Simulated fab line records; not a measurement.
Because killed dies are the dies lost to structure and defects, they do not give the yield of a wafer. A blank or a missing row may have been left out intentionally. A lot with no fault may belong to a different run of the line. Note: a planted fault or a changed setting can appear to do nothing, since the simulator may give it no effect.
Check of tool commonality    flow gf180mcu    11 lots, 39 wafers sampled

## REASON FOR OPENING
GF_V4_THK_MEAS_03, reading V4_CVD_02_THK: flagged on 2 of 11 lots. Wafers without a fault read 853 nm, standard deviation 11.
Rule: a lot is flagged when every wafer of it that has a number lies more than 4 standard deviations from that mean, or none has a number. The other lots count as sound.

lot   measured      on             V4_CVD_02_THK (nm), wafer by wafer  flag
L519  day 23 12:34  film_metro-03  836 847 857                         
L520  day 23 21:02  film_metro-04  828 841 851                         
L522  day 24 19:00  film_metro-01  858 870 882                         
L524  day 25 13:11  film_metro-04  846 844 849                         
L526  day 26 05:47  film_metro-04  846 856 850                         
L527  day 26 14:11  film_metro-03  844 868 863                         
L528  day 27 01:46  film_metro-04  851 841 856                         
L534  day 29 01:31  film_metro-01  842 846 860                         
L537  day 29 12:32  film_metro-04  857 857 862                         
L539  day 30 01:39  film_metro-04  736 749 753 735 749 753             FLAGGED
L540  day 30 06:15  film_metro-04  739 744 747 740 743 748             FLAGGED
Average over the flagged lots: 745 nm; offset from the usual -108 nm, equal to -10 standard deviations.

## WHICH TOOL EACH LOT WENT THROUGH
The record holds 1 process step before the reading, out of a route of 602 steps. In each cell: the tool, then ch and the chambers that the sampled wafers went through, then the start.
lot   flag     GF_V4_CVD_02
L519           pecvd-02 ch 1,2, day 23 12:29
L520           pecvd-02 ch 0,1,2, day 23 20:58
L522           pecvd-01 ch 1,2, day 24 18:55
L524           pecvd-01 ch 0,1,2, day 25 13:07
L526           pecvd-04 ch 0,1,2, day 26 05:43
L527           pecvd-04 ch 0,2, day 26 14:05
L528           pecvd-04 ch 0,2, day 27 01:42
L534           pecvd-01 ch 1,2, day 29 01:26
L537           pecvd-04 ch 1,2, day 29 12:26
L539  FLAGGED  pecvd-04 ch 1,2, day 30 01:35
L540  FLAGGED  pecvd-04 ch 0,1, day 30 06:10
What these steps do:
- GF_V4_CVD_02: deposits SiO2 from TEOS, target thk 850 nm, time 94.851 s.
- GF_V4_THK_MEAS_03

## FLAGGED AGAINST TOTAL, ONE TOOL AT A TIME (gauges that did the reading follow at the end)
step               tool           lots run  flagged  share of the flagged lots  sound lots run after its first flagged lot
GF_V4_CVD_02       pecvd-01       3         0        none                       -
GF_V4_CVD_02       pecvd-02       2         0        none                       -
GF_V4_CVD_02       pecvd-04       6         2        all                        0
GF_V4_THK_MEAS_03  film_metro-01  2         0        none                       -
GF_V4_THK_MEAS_03  film_metro-03  2         0        none                       -
GF_V4_THK_MEAS_03  film_metro-04  7         2        all                        0

## THE TABLE: WHAT IT ALLOWS
2 rows of the table ran every flagged lot: pecvd-04 at GF_V4_CVD_02, film_metro-04 at GF_V4_THK_MEAS_03.
- pecvd-04 at GF_V4_CVD_02 ran 6 lots, 2 of them flagged. Its last sound lot is L537 (day 29 12:26), its first flagged lot L539 (day 30 01:35): a fault that began between those two fits.
- film_metro-04 at GF_V4_THK_MEAS_03 ran 7 lots, 2 of them flagged. Its last sound lot is L537 (day 29 12:32), its first flagged lot L539 (day 30 01:39): a fault that began between those two fits.
Because each of these 2 tools fits a fault that began at some hour, counting lots does not separate them. More lots, or a look at what each step does to the wafer, might.

## WHAT THE SIMULATOR HAD INSERTED
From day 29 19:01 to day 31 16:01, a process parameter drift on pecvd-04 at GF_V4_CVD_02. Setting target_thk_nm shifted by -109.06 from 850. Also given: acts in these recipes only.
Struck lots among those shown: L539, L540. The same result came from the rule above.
